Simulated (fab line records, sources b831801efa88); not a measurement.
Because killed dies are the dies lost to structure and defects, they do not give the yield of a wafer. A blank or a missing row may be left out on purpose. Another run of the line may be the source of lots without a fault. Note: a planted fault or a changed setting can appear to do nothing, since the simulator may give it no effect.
fab line records | flow sky130
record: lots: 15 wafers: 45 last_day: 50
route steps=708 shown FIELD_ISO@31
lots that met no fault: from a run of the same line without faults
start_h: hours from the record's opening day to when the first of the lot's shown wafers began | wait_h: hours from the lot's prior step to this one | " same as the row above | L1.1+2: one row covering several wafers at once | - either no value or no given start | * or withheld: withheld | < > ~ a bound
route shown NAME@n: a module of which the file shows steps, and the number in the route of the first | usual: the fault-free wafers' mean and standard deviation | same: alike in all rows | chamber/n: place in a boat | sites: per-site readings | _std_site: standard deviation of those values | _edge_site: inner sites' mean taken away from outer sites' mean | radius_mm: how far each site lies from the wafer's centre | mask NAME#n: copy n | behind: tool/chamber where the wafer was last shaped | hold: cause of the lot's hold/its duration in hours/its outcome | device: the n, p or np transistor that did not switch | end of line: the route-end tests of the same wafers | a step without rows: its recipe alone | killed: count of dies lost to structure and defects at first sort (not the wafer's yield) | map: dies across one wafer; x = killed, . = not, _ = none there
set.NAME: the setting as run; set.NAME@STEP: as run at that earlier step | model.NAME: the simulator's own value behind a step, which no gauge read
steps of the route over a sample of lots; a table a step, a row a wafer
== steps ==
step: SKY_FIELD_ISO_WET_ETCH_30
recipe: chemistry: dHF target_depth_nm: 25 target: SiO2 dilution: 10:1 temp_c: 25 time_s: 50
usual: bath_heat_duty_pct: 6.3/0.7 run_length_s: 78/3.5
columns lot.wafer tool chamber start_h wait_h bath_heat_duty_pct run_length_s
L157.1 wet_bench-04 0 37.22 0.0 6.5 77
L157.2 " 0 " " 7.5 77
L157.6 " 0 " " 7.4 77
L159.1 wet_bench-02 0 46.98 0.0 7.0 76
L159.5 " 0 " " 5.8 76
L159.6 " 0 " " 6.1 76
L160.1 wet_bench-01 0 50.78 0.0 5.5 75
L160.3 " 0 " " 5.3 75
L160.5 " 0 " " 5.5 75
L161.1 wet_bench-04 2 55.67 0.0 6.0 74
L161.5 " 2 " " 6.1 74
L161.6 " 2 " " 5.7 74
L163.1 wet_bench-04 3 66.24 0.0 6.6 82
L163.2 " 3 " " 7.0 82
L163.4 " 3 " " 7.4 82
L165.1 wet_bench-01 2 75.59 0.0 6.0 77
L165.2 " 2 " " 5.7 77
L165.3 " 2 " " 6.0 77
L169.1 wet_bench-04 2 99.32 0.0 6.3 75
L169.3 " 2 " " 6.6 75
L169.4 " 2 " " 5.7 75
L172.1 wet_bench-01 0 116.68 0.0 - -
L172.3 " 0 " " - -
L172.5 " 0 " " - -
L173.2 wet_bench-02 2 119.69 0.0 - -
L173.3 " 2 " " - -
L173.5 " 2 " " - -
L174.1 wet_bench-04 3 128.16 0.0 - -
L174.3 " 3 " " - -
L174.4 " 3 " " - -
L175.2 wet_bench-04 3 129.66 0.0 7.1 76
L175.3 " 3 " " 6.6 76
L175.5 " 3 " " 6.4 76
L176.1 wet_bench-01 0 133.72 0.0 4.7 75
L176.2 " 0 " " 6.6 75
L176.4 " 0 " " 5.4 75
L177.1 wet_bench-02 2 140.88 0.0 5.2 83
L177.2 " 2 " " 5.6 83
L177.6 " 2 " " 5.2 83
L179.2 wet_bench-04 0 152.40 0.0 6.5 84
L179.4 " 0 " " 6.7 84
L179.5 " 0 " " 6.7 84
L180.1 wet_bench-02 3 156.47 0.0 5.9 77
L180.3 " 3 " " 7.1 77
L180.4 " 3 " " 7.2 77
== key ==
first_sign: step: SKY_FIELD_ISO_WET_ETCH_30 reading: tool_record direction: missing
effect none on later readings
met_at SKY_FIELD_ISO_WET_ETCH_30
struck_lots L172,L173,L174
later_rows_left_out L172.1,L172.3,L172.5,L173.2,L173.3,L173.5,L174.1,L174.3,L174.4
sort_left_out L172.1,L172.3,L172.5,L173.2,L173.3,L173.5,L174.1,L174.3,L174.4
tester_left_out L172,L173,L174
onset_between 99.32 116.68
fault: kind: skipped_step_whole tool: wet_bench-01,wet_bench-02,wet_bench-04 chamber: - onset_h: 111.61 steps: SKY_FIELD_ISO_WET_ETCH_30 scope: struck_lots_only
tester_left_out: of these lots the tester's yield and bins aren't shown, on N5 and GAA mostly nor the transistor test; their killed dies are dies lost to structure and defects alone, not to doping, threshold or leakage, so they don't give the yield
sort_left_out: the simulated sort isn't trusted on such a fault, so these wafers' sort isn't shown, and their yield isn't known
later_rows_left_out: the simulator's readings of these wafers behind a module that went badly wrong aren't trusted and aren't shown, but for the sort
